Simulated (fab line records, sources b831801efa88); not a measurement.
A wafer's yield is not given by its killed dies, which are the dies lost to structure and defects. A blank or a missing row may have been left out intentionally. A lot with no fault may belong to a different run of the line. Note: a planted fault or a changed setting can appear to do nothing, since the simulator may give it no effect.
Which tool was responsible? / flow gf180mcu / 45 wafers from 15 lots sampled at 4 of the route's 602 steps

WHAT EACH GAUGE READ, for each wafer
GF_V3_RS_MEAS_24: uses a four-point probe to measure. Usual: V3_W_RS gives 0.327 ohm/sq (standard deviation 0.0038).
lot=L859; measured=day 22 12:37; on=filmMetro-04; V3_W_RS (ohm/sq)=0.325 0.322 0.325; flag=
lot=L861; measured=day 23 03:34; on=filmMetro-01; V3_W_RS (ohm/sq)=0.328 0.326 0.328; flag=
lot=L863; measured=day 24 01:08; on=filmMetro-03; V3_W_RS (ohm/sq)=0.323 0.324 0.324; flag=
lot=L864; measured=day 24 13:22; on=filmMetro-01; V3_W_RS (ohm/sq)=0.322 0.327 0.320; flag=
lot=L865; measured=day 24 22:16; on=filmMetro-01; V3_W_RS (ohm/sq)=0.338 0.334 0.330; flag=
lot=L873; measured=day 27 08:26; on=filmMetro-01; V3_W_RS (ohm/sq)=0.323 0.328 0.329; flag=
lot=L875; measured=day 27 21:40; on=filmMetro-03; V3_W_RS (ohm/sq)=0.331 0.329 0.326; flag=
lot=L877; measured=day 28 09:32; on=filmMetro-03; V3_W_RS (ohm/sq)=0.327 0.325 0.326; flag=
lot=L878; measured=day 28 20:13; on=filmMetro-01; V3_W_RS (ohm/sq)=0.335 0.327 0.333; flag=
lot=L879; measured=day 29 01:20; on=filmMetro-04; V3_W_RS (ohm/sq)=0.320 0.321 0.324; flag=
lot=L880; measured=day 29 07:07; on=filmMetro-01; V3_W_RS (ohm/sq)=0.327 0.327 0.331; flag=
lot=L881; measured=day 29 12:18; on=filmMetro-04; V3_W_RS (ohm/sq)=0.325 0.322 0.333; flag=

WHAT TOOL EACH LOT RAN ON (gives the tool, then ch and the chambers of the sampled wafers, and finally the start)
lot=L859; GF_STI_EXPOSE_09=krfScanner-02 ch 0, day 1 19:06; GF_V3_ETCH_16=rieDiel-03 ch 0,2,3, day 22 11:37; GF_V3_ETCH_17=rieDiel-03 ch 0,2,3, day 22 12:37 or earlier
lot=L861; GF_STI_EXPOSE_09=krfScanner-02 ch 0, day 2 05:10; GF_V3_ETCH_16=rieDiel-03 ch 0,3, day 23 02:37; GF_V3_ETCH_17=rieDiel-03 ch 0,3, day 23 03:34 or earlier
lot=L863; GF_STI_EXPOSE_09=krfScanner-01 ch 0, day 2 16:02; GF_V3_ETCH_16=rieDiel-04 ch 2,3, day 24 00:15; GF_V3_ETCH_17=rieDiel-04 ch 2,3, day 24 01:08 or earlier
lot=L864; GF_STI_EXPOSE_09=krfScanner-02 ch 0, day 2 20:08; GF_V3_ETCH_16=rieDiel-04 ch 0,1,3, day 24 12:30; GF_V3_ETCH_17=rieDiel-04 ch 0,1,3, day 24 13:22 or earlier
lot=L865; GF_STI_EXPOSE_09=krfScanner-01 ch 0, day 3 02:04; GF_V3_ETCH_16=rieDiel-03 ch 0,1,3, day 24 21:21; GF_V3_ETCH_17=rieDiel-03 ch 0,1,3, day 24 22:16 or earlier
lot=L869; GF_STI_EXPOSE_09=krfScanner-02, day 3 22:49; GF_V3_ETCH_16=-; GF_V3_ETCH_17=-
lot=L870; GF_STI_EXPOSE_09=krfScanner-02, day 4 04:18; GF_V3_ETCH_16=-; GF_V3_ETCH_17=-
lot=L871; GF_STI_EXPOSE_09=krfScanner-02, day 4 09:31; GF_V3_ETCH_16=-; GF_V3_ETCH_17=-
lot=L873; GF_STI_EXPOSE_09=krfScanner-02 ch 0, day 4 18:40; GF_V3_ETCH_16=rieDiel-03 ch 1,2,3, day 27 07:33; GF_V3_ETCH_17=rieDiel-03 ch 1,2,3, day 27 08:26 or earlier
lot=L875; GF_STI_EXPOSE_09=krfScanner-02 ch 0, day 5 04:51; GF_V3_ETCH_16=rieDiel-03 ch 2,3, day 27 20:46; GF_V3_ETCH_17=rieDiel-03 ch 2,3, day 27 21:40 or earlier
lot=L877; GF_STI_EXPOSE_09=krfScanner-02 ch 0, day 5 15:19; GF_V3_ETCH_16=rieDiel-01 ch 0,1,3, day 28 08:39; GF_V3_ETCH_17=rieDiel-01 ch 0,1,3, day 28 09:32 or earlier
lot=L878; GF_STI_EXPOSE_09=krfScanner-01 ch 0, day 5 22:25; GF_V3_ETCH_16=rieDiel-03 ch 1,2,3, day 28 19:21; GF_V3_ETCH_17=rieDiel-03 ch 1,2,3, day 28 20:13 or earlier
lot=L879; GF_STI_EXPOSE_09=krfScanner-02 ch 0, day 6 00:56; GF_V3_ETCH_16=rieDiel-03 ch 0,2, day 29 00:27; GF_V3_ETCH_17=rieDiel-03 ch 0,2, day 29 01:20 or earlier
lot=L880; GF_STI_EXPOSE_09=krfScanner-02 ch 0, day 6 06:50; GF_V3_ETCH_16=rieDiel-04 ch 0,1,2, day 29 06:12; GF_V3_ETCH_17=rieDiel-04 ch 0,1,2, day 29 07:07 or earlier
lot=L881; GF_STI_EXPOSE_09=krfScanner-01 ch 0, day 6 11:59; GF_V3_ETCH_16=rieDiel-04 ch 0,2,3, day 29 11:24; GF_V3_ETCH_17=rieDiel-04 ch 0,2,3, day 29 12:18 or earlier
- GF_STI_EXPOSE_09: exposes mask COMP, target cd 220 nm.
- GF_V3_ETCH_16: etches BARC in N2/H2.
- GF_V3_ETCH_17: etches SiO2 in C4F8/O2/Ar, stops on TiN, target depth 635 nm.

AS READ BY THE TOOLS THEMSELVES (means over the sampled wafers that have a number; for cases with no such wafer, the mark the record gives instead)
GF_STI_EXPOSE_09. Usual: exposureDoseMJCm2 27.985, standard deviation 0.029; focusOffsetNm -0.1 nm, standard deviation 0.53.
lot=L859; tool=krfScanner-02; exposureDoseMJCm2=27.977; focusOffsetNm (nm)=0.0; flag=
lot=L861; tool=krfScanner-02; exposureDoseMJCm2=27.984; focusOffsetNm (nm)=0.2; flag=
lot=L863; tool=krfScanner-01; exposureDoseMJCm2=28.004; focusOffsetNm (nm)=-0.6; flag=
lot=L864; tool=krfScanner-02; exposureDoseMJCm2=28.007; focusOffsetNm (nm)=0.5; flag=
lot=L865; tool=krfScanner-01; exposureDoseMJCm2=27.963; focusOffsetNm (nm)=-0.4; flag=
lot=L869; tool=krfScanner-02; exposureDoseMJCm2=-; focusOffsetNm (nm)=-; flag=OFF
lot=L870; tool=krfScanner-02; exposureDoseMJCm2=-; focusOffsetNm (nm)=-; flag=OFF
lot=L871; tool=krfScanner-02; exposureDoseMJCm2=-; focusOffsetNm (nm)=-; flag=OFF
lot=L873; tool=krfScanner-02; exposureDoseMJCm2=28.015; focusOffsetNm (nm)=-0.3; flag=
lot=L875; tool=krfScanner-02; exposureDoseMJCm2=28.000; focusOffsetNm (nm)=0.0; flag=
lot=L877; tool=krfScanner-02; exposureDoseMJCm2=28.013; focusOffsetNm (nm)=-0.2; flag=
lot=L878; tool=krfScanner-01; exposureDoseMJCm2=27.975; focusOffsetNm (nm)=-0.6; flag=
lot=L879; tool=krfScanner-02; exposureDoseMJCm2=28.008; focusOffsetNm (nm)=0.2; flag=
lot=L880; tool=krfScanner-02; exposureDoseMJCm2=27.972; focusOffsetNm (nm)=-0.6; flag=
lot=L881; tool=krfScanner-01; exposureDoseMJCm2=27.978; focusOffsetNm (nm)=-0.5; flag=

GF_V3_ETCH_16. Usual: drypumpMotorCurrentA 5.8 A, standard deviation 0.34; h2FlowSccm 200.1 sccm, standard deviation 0.58; oesProductAu 0.856 a.u., standard deviation 0.0048; throttleValvePct 13.225 %, standard deviation 0.0097.
lot=L859; tool=rieDiel-03; drypumpMotorCurrentA (A)=6.0; h2FlowSccm (sccm)=199.9; oesProductAu (a.u.)=0.853; throttleValvePct (%)=13.222; flag=
lot=L861; tool=rieDiel-03; drypumpMotorCurrentA (A)=5.9; h2FlowSccm (sccm)=200.9; oesProductAu (a.u.)=0.855; throttleValvePct (%)=13.231; flag=
lot=L863; tool=rieDiel-04; drypumpMotorCurrentA (A)=5.8; h2FlowSccm (sccm)=200.6; oesProductAu (a.u.)=0.852; throttleValvePct (%)=13.224; flag=
lot=L864; tool=rieDiel-04; drypumpMotorCurrentA (A)=5.5; h2FlowSccm (sccm)=200.1; oesProductAu (a.u.)=0.851; throttleValvePct (%)=13.228; flag=
lot=L865; tool=rieDiel-03; drypumpMotorCurrentA (A)=5.8; h2FlowSccm (sccm)=199.7; oesProductAu (a.u.)=0.860; throttleValvePct (%)=13.227; flag=
lot=L873; tool=rieDiel-03; drypumpMotorCurrentA (A)=5.9; h2FlowSccm (sccm)=199.8; oesProductAu (a.u.)=0.860; throttleValvePct (%)=13.222; flag=
lot=L875; tool=rieDiel-03; drypumpMotorCurrentA (A)=6.1; h2FlowSccm (sccm)=200.0; oesProductAu (a.u.)=0.857; throttleValvePct (%)=13.222; flag=
lot=L877; tool=rieDiel-01; drypumpMotorCurrentA (A)=5.6; h2FlowSccm (sccm)=199.6; oesProductAu (a.u.)=0.853; throttleValvePct (%)=13.226; flag=
lot=L878; tool=rieDiel-03; drypumpMotorCurrentA (A)=5.9; h2FlowSccm (sccm)=200.2; oesProductAu (a.u.)=0.850; throttleValvePct (%)=13.228; flag=
lot=L879; tool=rieDiel-03; drypumpMotorCurrentA (A)=6.3; h2FlowSccm (sccm)=200.0; oesProductAu (a.u.)=0.856; throttleValvePct (%)=13.213; flag=
lot=L880; tool=rieDiel-04; drypumpMotorCurrentA (A)=5.6; h2FlowSccm (sccm)=200.1; oesProductAu (a.u.)=0.854; throttleValvePct (%)=13.223; flag=
lot=L881; tool=rieDiel-04; drypumpMotorCurrentA (A)=5.6; h2FlowSccm (sccm)=200.4; oesProductAu (a.u.)=0.860; throttleValvePct (%)=13.236; flag=

GF_V3_ETCH_17. Usual: oesProductAu reads 0.856 a.u. (standard deviation 0.0043).
lot=L859; tool=rieDiel-03; oesProductAu (a.u.)=0.851; flag=
lot=L861; tool=rieDiel-03; oesProductAu (a.u.)=0.856; flag=
lot=L863; tool=rieDiel-04; oesProductAu (a.u.)=0.859; flag=
lot=L864; tool=rieDiel-04; oesProductAu (a.u.)=0.860; flag=
lot=L865; tool=rieDiel-03; oesProductAu (a.u.)=0.853; flag=
lot=L873; tool=rieDiel-03; oesProductAu (a.u.)=0.859; flag=
lot=L875; tool=rieDiel-03; oesProductAu (a.u.)=0.856; flag=
lot=L877; tool=rieDiel-01; oesProductAu (a.u.)=0.857; flag=
lot=L878; tool=rieDiel-03; oesProductAu (a.u.)=0.855; flag=
lot=L879; tool=rieDiel-03; oesProductAu (a.u.)=0.859; flag=
lot=L880; tool=rieDiel-04; oesProductAu (a.u.)=0.853; flag=
lot=L881; tool=rieDiel-04; oesProductAu (a.u.)=0.854; flag=

THE ANSWER, worked out from the rows above alone
Rule: lot off if the mean of its wafers having a number is beyond 3 standard deviations from the usual mean. Also off: a lot with no number at a reading for which 4 or more lots have one. All remaining lots with rows at the step are treated as sound. After the gauges, taken in route order, come the tools' own readings; for these a lot's mean is taken, as printed above. The first step at which some lot is off is used, and at that step the reading that is off furthest; a lot without a number counts as furthest.
Off at GF_STI_EXPOSE_09 (exposureDoseMJCm2): L869, L870, L871. Without a number there: L869, L870, L871.
If a tool, at that step or one of the process steps before it, ran each lot that is off and ran no sound lot following the first of them, it fits. Not one of the candidates tried fits.

WHAT THE SIMULATOR HAD INSERTED
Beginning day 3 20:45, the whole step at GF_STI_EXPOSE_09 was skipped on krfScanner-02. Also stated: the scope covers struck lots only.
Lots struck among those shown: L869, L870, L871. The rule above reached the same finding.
